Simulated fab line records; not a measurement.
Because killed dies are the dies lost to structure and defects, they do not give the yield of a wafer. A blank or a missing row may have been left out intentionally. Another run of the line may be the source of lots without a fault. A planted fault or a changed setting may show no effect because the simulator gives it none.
fab line records	flow gf180mcu	part 1 of 2: steps 1 to 32 of 42
record: lots: 5	wafers: 15	last_day: 33
route steps=602 shown NSD@247 PSD@248 SAB@264 SALICIDE@278 CONTACT@287
lots untouched by any fault: they come from a run of this same line in which no faults occurred
start_h: start of the lot's first displayed wafer, in hours after the record's first day	wait_h: hours from the lot's prior step to this one	" as in the row above	L1.1+2: a single row standing in for several wafers	- value missing, or start not given	* or withheld: withheld	< > ~ a bound
route shown NAME@n: NAME is a module with steps in the file, n the number in the route of the first one	usual: mean/standard deviation taken from wafers without a fault	same: alike in all rows	chamber/n: place in a boat	sites: the reading at each site	_std_site: how widely they spread, as a standard deviation	_edge_site: the outer-site mean with the inner-site mean subtracted	radius_mm: for every site, how far away it sits from the centre of the wafer	mask NAME#n: copy n	behind: the most recent tool/chamber to have shaped the wafer	hold: what put the lot on hold/how long, in hours/how the hold closed	device: the n, p or np transistor that did not switch	end of line: tests of these same wafers at the route's end	step lacking rows: just its recipe	killed: count of dies lost to structure and defects at first sort (not the wafer's yield)	map: per-die view of a wafer (x killed, . not killed, _ where there is no die)
set.NAME: the setting the step ran with; set.NAME@STEP: the setting that earlier step ran with	model.NAME: the simulator's own value behind a step, which no gauge read
lots at selected steps of the route; one table per step, one row per wafer
services: the hour from which a tool's chamber was out of use, counted from the record's first day as start_h (under 0 if before that day), plus the number of hours and why
== steps ==
step: GF_NSD_TW_MEAS_12
usual: NSD_TW: 4246/40
lot.wafer	tool	chamber	start_h	wait_h	NSD_TW
L083.1	film_metro-02	-	374.73	0.1	4251
L083.4	"	-	"	"	4203
L083.5	"	-	"	"	4222
L088.1	film_metro-02	-	413.18	0.1	4186
L088.3	"	-	"	"	4189
L088.5	"	-	"	"	4187
L090.1	film_metro-04	-	429.13	0.1	4251
L090.3	"	-	"	"	4271
L090.6	"	-	"	"	4236
L091.2	film_metro-01	-	441.09	0.1	4305
L091.4	"	-	"	"	4261
L091.6	"	-	"	"	4313
L093.3	film_metro-01	-	456.05	0.1	4262
L093.5	"	-	"	"	4272
L093.6	"	-	"	"	4265
step: GF_PSD_DEHYDRATE_00
recipe: temp_c: 200	time_s: 60
lot.wafer	tool	chamber	start_h	wait_h
L083.1+4+5	litho_track-01	0	385.27	10.5
L088.1+3+5	litho_track-02	0	424.27	11.1
L090.1+3+6	litho_track-04	0	439.99	10.9
L091.2+4+6	litho_track-02	0	452.80	11.7
L093.3+5+6	litho_track-04	0	467.69	11.6
step: GF_PSD_HMDS_01
recipe: prime_time_s: 60	prime_temp_c: 120
lot.wafer	tool	chamber	start_h	wait_h
L083.1+4+5	litho_track-01	0	385.42	0.1
L088.1+3+5	litho_track-02	0	424.42	0.1
L090.1+3+6	litho_track-04	0	440.14	0.1
L091.2+4+6	litho_track-02	0	452.95	0.1
L093.3+5+6	litho_track-04	0	467.84	0.1
step: GF_PSD_COAT_02
recipe: resist: NOVOLAK	spin_rpm: 3000	resist_thk_nm: 1000
usual: spin_speed_rpm: 2999.8/2
lot.wafer	tool	chamber	start_h	wait_h	spin_speed_rpm
L083.1	litho_track-01	0	385.57	0.1	3002.3
L083.4	"	0	"	"	3000.9
L083.5	"	0	"	"	2999.7
L088.1	litho_track-02	0	424.57	0.1	3000.7
L088.3	"	0	"	"	3003.4
L088.5	"	0	"	"	3002.8
L090.1	litho_track-04	0	440.29	0.1	2997.9
L090.3	"	0	"	"	2999.5
L090.6	"	0	"	"	3000.0
L091.2	litho_track-02	0	453.10	0.1	2997.0
L091.4	"	0	"	"	3000.1
L091.6	"	0	"	"	2996.7
L093.3	litho_track-04	0	467.99	0.1	3001.1
L093.5	"	0	"	"	2998.6
L093.6	"	0	"	"	3001.5
step: GF_PSD_SOFTBAKE_03
recipe: temp_c: 90	time_s: 60	resist: NOVOLAK
lot.wafer	tool	chamber	start_h	wait_h
L083.1+4+5	litho_track-01	0	385.72	0.1
L088.1+3+5	litho_track-02	0	424.72	0.1
L090.1+3+6	litho_track-04	0	440.44	0.1
L091.2+4+6	litho_track-02	0	453.25	0.1
L093.3+5+6	litho_track-04	0	468.14	0.1
step: GF_PSD_EXPOSE_04
recipe: mask_id: Pplus	target_cd_nm: 400	na: 0.6	source_shape: conventional	sigma_outer: 0.6	dose_mj: 140
lot.wafer	tool	chamber	start_h	wait_h	mask
L083.1+4+5	iline_stepper-01	0	-	-	Pplus#0
L088.1+3+5	iline_stepper-02	0	-	-	Pplus#0
L090.1+3+6	iline_stepper-02	0	-	-	Pplus#0
L091.2+4+6	iline_stepper-02	0	-	-	Pplus#0
L093.3+5+6	iline_stepper-01	0	-	-	Pplus#0
step: GF_PSD_PEB_05
recipe: temp_c: withheld	time_s: *	resist: NOVOLAK
lot.wafer	tool	chamber	start_h	wait_h
L083.1+4+5	litho_track-04	0	-	-
L088.1+3+5	litho_track-04	0	-	-
L090.1+3+6	litho_track-01	0	-	-
L091.2+4+6	litho_track-01	0	-	-
L093.3+5+6	litho_track-01	0	-	-
step: GF_PSD_DEVELOP_06
recipe: develop_time_s: 60	dev_temp_c: 23
lot.wafer	tool	chamber	start_h	wait_h
L083.1+4+5	litho_track-04	0	397.64	0.1
L088.1+3+5	litho_track-04	0	436.34	0.1
L090.1+3+6	litho_track-01	0	452.57	0.1
L091.2+4+6	litho_track-01	0	464.74	0.1
L093.3+5+6	litho_track-01	0	480.12	0.1
step: GF_PSD_CD_MEAS_07
recipe: target_cd_nm: 400
usual: cd_nm: 399.6/2.4
lot.wafer	tool	chamber	start_h	wait_h	cd_nm
L083.1	cd_sem-01	-	397.79	0.1	399.9
L083.4	"	-	"	"	398.8
L083.5	"	-	"	"	397.7
L088.1	cd_sem-01	-	436.49	0.1	394.8
L088.3	"	-	"	"	395.8
L088.5	"	-	"	"	394.5
L090.1	cd_sem-02	-	452.72	0.1	398.7
L090.3	"	-	"	"	400.4
L090.6	"	-	"	"	402.4
L091.2	cd_sem-01	-	464.89	0.1	402.1
L091.4	"	-	"	"	405.5
L091.6	"	-	"	"	403.5
L093.3	cd_sem-01	-	480.26	0.1	400.9
L093.5	"	-	"	"	398.8
L093.6	"	-	"	"	399.9
step: GF_PSD_OVL_MEAS_08
usual: PSD_OVL: 0.4/1.4
lot.wafer	tool	chamber	start_h	wait_h	PSD_OVL[nm]
L083.1	overlay-01	-	397.91	0.1	0.3
L083.4	"	-	"	"	0.5
L083.5	"	-	"	"	0.0
L088.1	overlay-01	-	436.61	0.1	-0.3
L088.3	"	-	"	"	-0.1
L088.5	"	-	"	"	-0.6
L090.1	overlay-01	-	452.84	0.1	1.6
L090.3	"	-	"	"	0.0
L090.6	"	-	"	"	-0.8
L091.2	overlay-02	-	465.00	0.1	0.7
L091.4	"	-	"	"	-0.8
L091.6	"	-	"	"	1.5
L093.3	overlay-02	-	480.35	0.1	-1.7
L093.5	"	-	"	"	0.7
L093.6	"	-	"	"	-0.2
step: GF_PSD_IMPLANT_09
recipe: species: BF2	energy_kev: 40	dose_cm2: 1.5e+15	tilt_deg: 7
lot.wafer	tool	chamber	start_h	wait_h
L083.1+4+5	implanter-03	0	397.94	0.0
L088.1+3+5	implanter-01	0	436.64	0.0
L090.1+3+6	implanter-03	0	452.88	0.0
L091.2+4+6	implanter-03	0	465.05	0.0
L093.3+5+6	implanter-03	0	480.43	0.1
step: GF_PSD_STRIP_10
recipe: chemistry: O2/N2	power_w: 1400	pressure_mtorr: 1500	platen_temp_c: 250	o2_flow_sccm: 3000	n2_flow_sccm: 300	overash_fraction: 0.5
usual: drypump_motor_current_A: 5.8/0.47	heater_power_w: 310/44	oes_product_au: 0.592/0.0046	platen_temp_c: 250.01/0.17	strip_time_to_endpoint_s: 16.53/0.034
lot.wafer	tool	chamber	start_h	wait_h	drypump_motor_current_A	heater_power_w	oes_product_au	platen_temp_c	rf_hours_counter_h	strip_time_to_endpoint_s
L083.1	plasma_asher-01	0	398.09	0.1	6.4	245	0.593	249.97	80	16.52
L083.4	"	0	"	"	6.4	245	0.591	250.27	-	16.52
L083.5	"	1	"	"	6.0	322	0.589	249.95	-	16.50
L088.1	plasma_asher-01	0	436.79	0.1	6.4	249	0.591	250.02	85	16.55
L088.3	"	0	"	"	6.4	244	0.591	250.15	-	16.53
L088.5	"	1	"	"	6.0	323	0.589	250.08	-	16.52
L090.1	plasma_asher-04	1	453.03	0.1	6.1	379	0.591	249.84	68	16.58
L090.3	"	1	"	"	6.0	390	0.595	249.98	-	16.57
L090.6	"	0	"	"	6.0	272	0.595	250.04	-	16.53
L091.2	plasma_asher-01	0	465.18	0.1	6.4	243	0.591	249.91	87	16.55
L091.4	"	1	"	"	6.0	316	0.602	249.93	-	16.53
L091.6	"	1	"	"	6.0	315	0.594	250.10	-	16.56
L093.3	plasma_asher-04	1	480.56	0.1	6.1	378	0.594	249.85	-	16.48
L093.5	"	0	"	"	6.0	278	0.591	250.07	-	16.50
L093.6	"	1	"	"	6.1	396	0.592	250.13	-	16.51
step: GF_PSD_TW_MEAS_11
usual: PSD_TW: 3174/24
lot.wafer	tool	chamber	start_h	wait_h	PSD_TW
L083.1	film_metro-02	-	398.19	0.1	3162
L083.4	"	-	"	"	3155
L083.5	"	-	"	"	3158
L088.1	film_metro-04	-	436.89	0.1	3171
L088.3	"	-	"	"	3173
L088.5	"	-	"	"	3166
L090.1	film_metro-04	-	453.13	0.1	3182
L090.3	"	-	"	"	3164
L090.6	"	-	"	"	3169
L091.2	film_metro-04	-	465.29	0.1	3159
L091.4	"	-	"	"	3172
L091.6	"	-	"	"	3168
L093.3	film_metro-04	-	480.65	0.1	3163
L093.5	"	-	"	"	3155
L093.6	"	-	"	"	3138
step: GF_PSD_CLEAN_12
recipe: chemistry: SC1/SC2	mix: 1:4:20	temp_c: 70	time_s: 150	dry: n2_spin
lot.wafer	tool	chamber	start_h	wait_h
L083.1+4+5	wet_bench-01	2	398.25	0.1
L088.1+3+5	wet_bench-01	1	436.95	0.1
L090.1+3+6	wet_bench-01	2	453.19	0.1
L091.2+4+6	wet_bench-01	0	465.34	0.0
L093.3+5+6	wet_bench-01	2	480.69	0.0
step: GF_PSD_RTA_13
recipe: temp_c: 1025	time_s: 20	ambient: N2
usual: anneal_temp_c_max: 1028.4/0.87	lamp_power_pct: 36.3/0.66	wafer_temp_C_max: 1029.1/1.1
lot.wafer	tool	chamber	start_h	wait_h	anneal_temp_c_max	lamp_power_pct	wafer_temp_C_max
L083.1	rtp_anneal-01	0	398.31	0.0	1027.2	35.4	1028.5
L083.4	"	0	"	"	1027.3	35.5	1029.0
L083.5	"	0	"	"	1028.2	35.4	1027.4
L088.1	rtp_anneal-02	0	437.00	0.0	1028.0	36.8	1029.4
L088.3	"	0	"	"	1028.6	36.8	1028.8
L088.5	"	0	"	"	1028.9	36.8	1029.9
L090.1	rtp_anneal-01	0	453.24	0.0	1027.7	35.4	1028.4
L090.3	"	0	"	"	1027.8	35.4	1028.5
L090.6	"	0	"	"	1029.5	35.5	1030.1
L091.2	rtp_anneal-02	0	465.40	0.0	1029.1	36.8	1027.9
L091.4	"	0	"	"	1028.6	36.8	1029.5
L091.6	"	0	"	"	1028.1	36.9	1030.1
L093.3	rtp_anneal-01	0	480.76	0.0	1027.4	35.4	1028.8
L093.5	"	0	"	"	1027.4	35.5	1028.7
L093.6	"	0	"	"	1027.8	35.5	1028.2
step: GF_PSD_RS_MEAS_14
recipe: thk_meas_gauge: four-point-probe
usual: NSD_RS: 46.15/0.095
lot.wafer	tool	chamber	start_h	wait_h	NSD_RS[ohm/sq]
L083.1	film_metro-04	-	398.48	0.1	46.21
L083.4	"	-	"	"	46.34
L083.5	"	-	"	"	46.28
L088.1	film_metro-04	-	437.17	0.1	46.14
L088.3	"	-	"	"	46.16
L088.5	"	-	"	"	46.20
L090.1	film_metro-01	-	453.32	0.1	46.11
L090.3	"	-	"	"	46.12
L090.6	"	-	"	"	46.09
L091.2	film_metro-01	-	465.49	0.1	46.21
L091.4	"	-	"	"	46.26
L091.6	"	-	"	"	46.16
L093.3	film_metro-04	-	480.86	0.1	46.31
L093.5	"	-	"	"	46.20
L093.6	"	-	"	"	46.24
step: GF_PSD_RS_MEAS_15
recipe: thk_meas_gauge: four-point-probe
usual: PSD_RS: 108.57/0.27
lot.wafer	tool	chamber	start_h	wait_h	PSD_RS[ohm/sq]
L083.1	film_metro-04	-	398.60	0.1	108.87
L083.4	"	-	"	"	108.66
L083.5	"	-	"	"	108.68
L088.1	film_metro-04	-	437.29	0.1	108.60
L088.3	"	-	"	"	108.49
L088.5	"	-	"	"	108.62
L090.1	film_metro-01	-	453.44	0.1	108.40
L090.3	"	-	"	"	108.95
L090.6	"	-	"	"	108.61
L091.2	film_metro-01	-	465.61	0.1	108.79
L091.4	"	-	"	"	108.84
L091.6	"	-	"	"	108.70
L093.3	film_metro-04	-	480.98	0.1	109.08
L093.5	"	-	"	"	109.18
L093.6	"	-	"	"	109.03
step: GF_SAB_CVD_00
recipe: material: SiO2	target_thk_nm: 50	precursor: TEOS	temp_c: 400	time_s: 4.9302	rf_w: 600
usual: heater_power_w: 667/100
lot.wafer	tool	chamber	start_h	wait_h	heater_power_w
L083.1	pecvd-01	2	398.72	0.1	675
L083.4	"	2	"	"	669
L083.5	"	0	"	"	892
L088.1	pecvd-02	0	437.41	0.1	804
L088.3	"	2	"	"	660
L088.5	"	1	"	"	532
L090.1	pecvd-04	2	453.56	0.1	592
L090.3	"	0	"	"	656
L090.6	"	2	"	"	600
L091.2	pecvd-04	2	465.71	0.1	517
L091.4	"	1	"	"	638
L091.6	"	0	"	"	695
L093.3	pecvd-01	0	481.06	0.1	917
L093.5	"	1	"	"	663
L093.6	"	2	"	"	701
step: GF_SAB_THK_MEAS_01
recipe: reads: SiO2_of_SAB_CVD_00
usual: SAB_CVD_00_THK: 49.9/0.55
lot.wafer	tool	chamber	start_h	wait_h	SAB_CVD_00_THK[nm]
L083.1	film_metro-03	-	398.74	0.0	49.7
L083.4	"	-	"	"	50.8
L083.5	"	-	"	"	50.4
L088.1	film_metro-03	-	437.43	0.0	49.5
L088.3	"	-	"	"	48.6
L088.5	"	-	"	"	49.5
L090.1	film_metro-02	-	453.58	0.0	49.8
L090.3	"	-	"	"	49.4
L090.6	"	-	"	"	50.6
L091.2	film_metro-01	-	465.74	0.0	49.2
L091.4	"	-	"	"	49.5
L091.6	"	-	"	"	49.9
L093.3	film_metro-02	-	481.10	0.0	49.5
L093.5	"	-	"	"	50.0
L093.6	"	-	"	"	50.2
step: GF_SAB_DEHYDRATE_02
recipe: temp_c: 200	time_s: 60
lot.wafer	tool	chamber	start_h	wait_h
L083.1+4+5	litho_track-03	0	409.32	10.6
L088.1+3+5	litho_track-03	0	449.07	11.6
L090.1+3+6	litho_track-01	0	464.87	11.3
L091.2+4+6	litho_track-03	0	477.60	11.8
L093.3+5+6	litho_track-01	0	492.32	11.2
step: GF_SAB_HMDS_03
recipe: prime_time_s: 60	prime_temp_c: 120
lot.wafer	tool	chamber	start_h	wait_h
L083.1+4+5	litho_track-03	0	409.47	0.1
L088.1+3+5	litho_track-03	0	449.22	0.1
L090.1+3+6	litho_track-01	0	465.02	0.1
L091.2+4+6	litho_track-03	0	477.75	0.1
L093.3+5+6	litho_track-01	0	492.47	0.1
step: GF_SAB_COAT_04
recipe: resist: NOVOLAK	spin_rpm: 3000	resist_thk_nm: 1000
usual: spin_speed_rpm: 3000.4/1.9
lot.wafer	tool	chamber	start_h	wait_h	spin_speed_rpm
L083.1	litho_track-03	0	409.62	0.1	2998.6
L083.4	"	0	"	"	2996.4
L083.5	"	0	"	"	3001.6
L088.1	litho_track-03	0	449.37	0.1	2997.3
L088.3	"	0	"	"	3002.4
L088.5	"	0	"	"	3002.6
L090.1	litho_track-01	0	465.17	0.1	3003.9
L090.3	"	0	"	"	2998.8
L090.6	"	0	"	"	2999.5
L091.2	litho_track-03	0	477.90	0.1	2999.8
L091.4	"	0	"	"	2999.9
L091.6	"	0	"	"	2997.8
L093.3	litho_track-01	0	492.62	0.1	2998.8
L093.5	"	0	"	"	3000.1
L093.6	"	0	"	"	2998.5
step: GF_SAB_SOFTBAKE_05
recipe: temp_c: 90	time_s: 60	resist: NOVOLAK
lot.wafer	tool	chamber	start_h	wait_h
L083.1+4+5	litho_track-03	0	409.77	0.1
L088.1+3+5	litho_track-03	0	449.52	0.1
L090.1+3+6	litho_track-01	0	465.32	0.1
L091.2+4+6	litho_track-03	0	478.05	0.1
L093.3+5+6	litho_track-01	0	492.77	0.1
step: GF_SAB_EXPOSE_06
recipe: mask_id: SAB	target_cd_nm: 420	na: 0.6	source_shape: conventional	sigma_outer: 0.6	dose_mj: 140
lot.wafer	tool	chamber	start_h	wait_h	mask
L083.1+4+5	iline_stepper-01	0	-	-	SAB#0
L088.1+3+5	iline_stepper-01	0	-	-	SAB#0
L090.1+3+6	iline_stepper-02	0	-	-	SAB#0
L091.2+4+6	iline_stepper-02	0	-	-	SAB#0
L093.3+5+6	iline_stepper-01	0	-	-	SAB#0
step: GF_SAB_PEB_07
recipe: temp_c: withheld	time_s: *	resist: NOVOLAK
lot.wafer	tool	chamber	start_h	wait_h
L083.1+4+5	litho_track-04	0	-	-
L088.1+3+5	litho_track-01	0	-	-
L090.1+3+6	litho_track-04	0	-	-
L091.2+4+6	litho_track-04	0	-	-
L093.3+5+6	litho_track-01	0	-	-
step: GF_SAB_DEVELOP_08
recipe: develop_time_s: 60	dev_temp_c: 23
lot.wafer	tool	chamber	start_h	wait_h
L083.1+4+5	litho_track-04	0	421.59	0.1
L088.1+3+5	litho_track-01	0	461.32	0.1
L090.1+3+6	litho_track-04	0	477.69	0.1
L091.2+4+6	litho_track-04	0	489.11	0.1
L093.3+5+6	litho_track-01	0	504.47	0.1
step: GF_SAB_CD_MEAS_09
recipe: target_cd_nm: 420
usual: cd_nm: 419.2/2.1
lot.wafer	tool	chamber	start_h	wait_h	cd_nm
L083.1	cd_sem-01	-	421.74	0.1	422.8
L083.4	"	-	"	"	422.4
L083.5	"	-	"	"	423.1
L088.1	cd_sem-01	-	461.47	0.1	417.3
L088.3	"	-	"	"	417.0
L088.5	"	-	"	"	417.6
L090.1	cd_sem-02	-	477.84	0.1	421.2
L090.3	"	-	"	"	421.4
L090.6	"	-	"	"	420.1
L091.2	cd_sem-01	-	489.26	0.1	414.8
L091.4	"	-	"	"	417.2
L091.6	"	-	"	"	417.3
L093.3	cd_sem-01	-	504.61	0.1	418.0
L093.5	"	-	"	"	418.3
L093.6	"	-	"	"	419.8
step: GF_SAB_OVL_MEAS_10
usual: SAB_OVL: -0.2/1.4
lot.wafer	tool	chamber	start_h	wait_h	SAB_OVL[nm]
L083.1	overlay-02	-	421.86	0.1	-1.8
L083.4	"	-	"	"	-2.2
L083.5	"	-	"	"	1.2
L088.1	overlay-02	-	461.59	0.1	-2.0
L088.3	"	-	"	"	-2.8
L088.5	"	-	"	"	-0.4
L090.1	overlay-02	-	477.96	0.1	0.0
L090.3	"	-	"	"	-1.2
L090.6	"	-	"	"	0.0
L091.2	overlay-02	-	489.36	0.1	1.4
L091.4	"	-	"	"	0.2
L091.6	"	-	"	"	1.7
L093.3	overlay-02	-	504.70	0.1	-0.9
L093.5	"	-	"	"	-1.1
L093.6	"	-	"	"	-1.1
step: GF_SAB_ETCH_11
recipe: chemistry: C4F8/O2/Ar	mask_material: NOVOLAK	target: SiO2	target_depth_nm: 55	source_w: 1500	bias_w: 1200	pressure_mtorr: 40	c4f8_flow_sccm: withheld	O2_flow_sccm: 6	Ar_flow_sccm: 300	time_s: 8.5
usual: bias_w: 1200/3.6	oes_product_au: 1.002/0.0099
lot.wafer	tool	chamber	start_h	wait_h	bias_w	oes_product_au	rf_hours_counter_h
L083.1	rie_diel-01	2	421.89	0.0	1196	1.025	81
L083.4	"	0	"	"	1200	0.987	84
L083.5	"	2	"	"	1200	1.000	-
L088.1	rie_diel-02	0	461.63	0.0	1194	0.988	15
L088.3	"	3	"	"	1195	1.004	20
L088.5	"	0	"	"	1197	1.005	-
L090.1	rie_diel-02	3	477.99	0.0	1201	1.000	21
L090.3	"	2	"	"	1190	1.001	66
L090.6	"	1	"	"	1200	0.999	-
L091.2	rie_diel-01	1	489.39	0.0	1201	0.997	10
L091.4	"	2	"	"	1205	1.010	82
L091.6	"	0	"	"	1196	0.993	-
L093.3	rie_diel-03	3	504.73	0.0	1199	0.998	34
L093.5	"	0	"	"	1194	1.020	-
L093.6	"	3	"	"	1201	1.006	-
step: GF_SAB_WET_ETCH_12
recipe: chemistry: dHF	target_depth_nm: 22	dry: n2_spin	target: SiO2	temp_c: 25	dilution: 100:1	time_s: 440
lot.wafer	tool	chamber	start_h	wait_h
L083.1+4+5	wet_bench-02	1	421.92	0.0
L088.1+3+5	wet_bench-04	3	461.65	0.0
L090.1+3+6	wet_bench-02	2	478.01	0.0
L091.2+4+6	wet_bench-04	1	489.41	0.0
L093.3+5+6	wet_bench-04	3	504.75	0.0
step: GF_SAB_STRIP_13
recipe: chemistry: O2/N2	power_w: 1400	pressure_mtorr: 1500	platen_temp_c: 250	o2_flow_sccm: 3000	n2_flow_sccm: 300	overash_fraction: 0.5
usual: drypump_motor_current_A: 6.0/0.33	heater_power_w: 324/62	oes_product_au: 0.710/0.0049	platen_temp_c: 250.02/0.18	strip_time_to_endpoint_s: 12.60/0.035
lot.wafer	tool	chamber	start_h	wait_h	drypump_motor_current_A	heater_power_w	oes_product_au	platen_temp_c	rf_hours_counter_h	strip_time_to_endpoint_s
L083.1	plasma_asher-04	1	422.05	0.0	6.1	394	0.704	250.28	64	12.62
L083.4	"	1	"	"	6.1	380	0.708	249.94	-	12.64
L083.5	"	1	"	"	6.0	387	0.706	249.99	-	12.61
L088.1	plasma_asher-04	0	461.78	0.0	6.0	271	0.719	250.27	69	12.65
L088.3	"	0	"	"	6.0	280	0.709	250.31	-	12.63
L088.5	"	1	"	"	6.0	389	0.721	249.80	-	12.64
L090.1	plasma_asher-01	1	478.15	0.0	6.0	312	0.704	249.97	89	12.62
L090.3	"	1	"	"	6.0	325	0.710	250.06	-	12.63
L090.6	"	0	"	"	6.4	242	0.697	250.17	-	12.64
L091.2	plasma_asher-02	1	489.57	0.0	6.2	428	0.710	250.02	6	12.57
L091.4	"	0	"	"	5.4	295	0.716	250.25	-	12.59
L091.6	"	1	"	"	6.3	420	0.708	250.22	-	12.63
L093.3	plasma_asher-01	1	504.91	0.0	6.0	320	0.717	250.13	-	12.65
L093.5	"	0	"	"	6.3	236	0.709	250.33	-	12.60
L093.6	"	1	"	"	6.0	316	0.709	250.14	-	12.62
step: GF_SALICIDE_CLEAN_00
recipe: chemistry: SC1/SC2	mix: 1:4:20	temp_c: 70	time_s: 150
lot.wafer	tool	chamber	start_h	wait_h
L083.1+4+5	wet_bench-01	2	422.15	0.1
L088.1+3+5	wet_bench-01	3	461.88	0.1
L090.1+3+6	wet_bench-01	1	478.25	0.1
L091.2+4+6	wet_bench-01	0	489.67	0.1
L093.3+5+6	wet_bench-01	3	504.98	0.0
